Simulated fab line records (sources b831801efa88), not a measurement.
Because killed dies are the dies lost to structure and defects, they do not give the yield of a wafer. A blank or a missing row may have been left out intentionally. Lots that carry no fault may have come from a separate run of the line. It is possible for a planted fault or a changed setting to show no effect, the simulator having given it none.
Comparing a struck lot with a sound one || flow sky130 || 15 out of 708 route steps
Sound: wafers L889.1, L889.2, L889.5. Struck: wafers L902.2, L902.3, L902.5. The cause is named last.
Each step with rows lists, per side, the tool, then ch with its chambers, then its first start. Under that, the readings that differ: sound wafers || struck wafers || difference of the means || sigmas: that difference in standard deviations of wafers without a fault.
alike: words and numbers the same on both sides, and readings whose means are apart by under 2 such deviations; not compared: readings that were withheld, readings missing a value for some wafer, numbers with overlapping values and no deviation given by the record, and bounds like >300 which may hide the same value.
Wherever a step has rows on one side only, a row that says differs or no value, or a row with sigmas, the two part there. Numbers that have no deviation but don't overlap get no sigmas and don't part them. A reading missing from all wafers of one side parts the sides only when that side holds two or more wafers.

first, 1 step without rows for these wafers: SKY_GATE_OXIDE_DEVELOP_09 (develop time 60 s).
SKY_GATE_OXIDE_OVL_MEAS_10:
  sound: overlay-02 at day 17 03:26; struck: overlay-02 at day 21 16:28
  alike: GATE_OXIDE_OVL
then, 2 steps without rows for these wafers: SKY_GATE_OXIDE_IMPLANT_11; SKY_GATE_OXIDE_WET_ETCH_12 (etches SiO2 in dHF, target depth 16.8 nm, time 336 s).
SKY_GATE_OXIDE_STRIP_13: strips in O2/N2.
  sound on plasma-asher-02 ch 0,1, day 17 03:43; struck on plasma-asher-02 ch 1, day 21 16:46
  alike: drypump-motor-current-A, oes-product-au, strip-time-to-endpoint-s
  not compared: rf-hours-counter-h
SKY_GATE_OXIDE_TW_MEAS_14:
  sound: film-metro-04 at day 17 03:49; struck: film-metro-01 at day 21 16:52
  alike: GATE_OXIDE_TW
then, 3 steps without rows for these wafers: SKY_GATE_OXIDE_CLEAN_15 (cleans in SC1/SC2, time 150 s); SKY_GATE_OXIDE_OXIDATION_16 (stabilise 600 s, purge 300 s, target thk 3.57 nm); SKY_POLY_GATE_CVD_00 (deposits poly-Si, target thk 180 nm, time 720 s).
SKY_POLY_GATE_THK_MEAS_01:
  sound: film-metro-03 at day 17 09:05; struck: film-metro-03 at day 21 19:46
  alike: POLY_GATE_CVD_00_THK
then, 2 steps without rows for these wafers: SKY_RES_PROTECT_DEHYDRATE_00 (time 60 s); SKY_RES_PROTECT_HMDS_01 (prime time 60 s).
SKY_RES_PROTECT_COAT_02: resist thk 1140 nm.
  struck on litho-track-02, day 22 11:01; sound on litho-track-02 ch 0, day 17 22:11
  no value came back on the struck wafers for chill-plate-temp-C (C), dispense-pressure-kPa (kPa); on the sound wafers chill-plate-temp-C (C) reads 22.95 23.07 23.08
then, 1 step without rows for these wafers: SKY_RES_PROTECT_SOFTBAKE_03 (time 60 s).
-- here the record skips 28 days between the struck wafers' starts before and after, leaving off in module RES_PROTECT and picking up in module PAD_OPEN (first step shown: number 708 of the route) --
SKY_PAD_OPEN_PROBE_99:
  sound: prober-01 at day 48 07:31; struck: prober-01 at day 50 22:25
{"reading": "model.etest.res-xhigh-po.line-ohm-um", "sound": "5696 5667 5648", "struck": "175.7 174.5 177.5", "difference": -5494.4, "sigmas": ""}
{"reading": "model.etest.res-xhigh-po.rs-ohm-sq", "sound": "1981 1960 1961", "struck": "61.73 61.15 61.6", "difference": -1905.84, "sigmas": ""}
{"reading": "model.etest.res-high-po.line-ohm-um", "sound": "750.1 740.1 754.2", "struck": "225.9 224.2 224.5", "difference": -523.3, "sigmas": ""}
{"reading": "model.etest.res-high-po.rs-ohm-sq", "sound": "261.8 259.6 263", "struck": "78.92 78.06 78.66", "difference": -182.92, "sigmas": ""}
{"reading": "model.etest.licon-high-po.rc-ohm", "sound": "350.3 342.4 344.3", "struck": "187.7 188.3 195", "difference": -155.3, "sigmas": ""}
{"reading": "model.etest.res-xhigh-po.rs-ohm-sq-range", "sound": "99.43 104.2 114.9", "struck": "1.183 2.536 1.856", "difference": -104.318, "sigmas": ""}
{"reading": "model.etest.res-xhigh-po.rs-ohm-sq-rim-less-centre", "sound": "65.61 73.57 66.55", "struck": "-0.05905 0.6375 0.405", "difference": -68.24885, "sigmas": ""}
{"reading": "model.etest.res-high-po.rs-ohm-sq-range", "sound": "11.99 8.782 10.72", "struck": "2.471 3.02 1.189", "difference": -8.271, "sigmas": ""}
  alike: killed_at_M0_to_M3, killed_at_M4_up, killed-at-contacts, killed-at-front-end, killed-at-other, killed-dies, killed-open, killed-short

## WHERE THEY PART
Only at SKY_RES_PROTECT_COAT_02, as far as this record shows. Later steps at which nothing parts them and some readings are alike: SKY_PAD_OPEN_PROBE_99.

WHY: what the simulator had put in
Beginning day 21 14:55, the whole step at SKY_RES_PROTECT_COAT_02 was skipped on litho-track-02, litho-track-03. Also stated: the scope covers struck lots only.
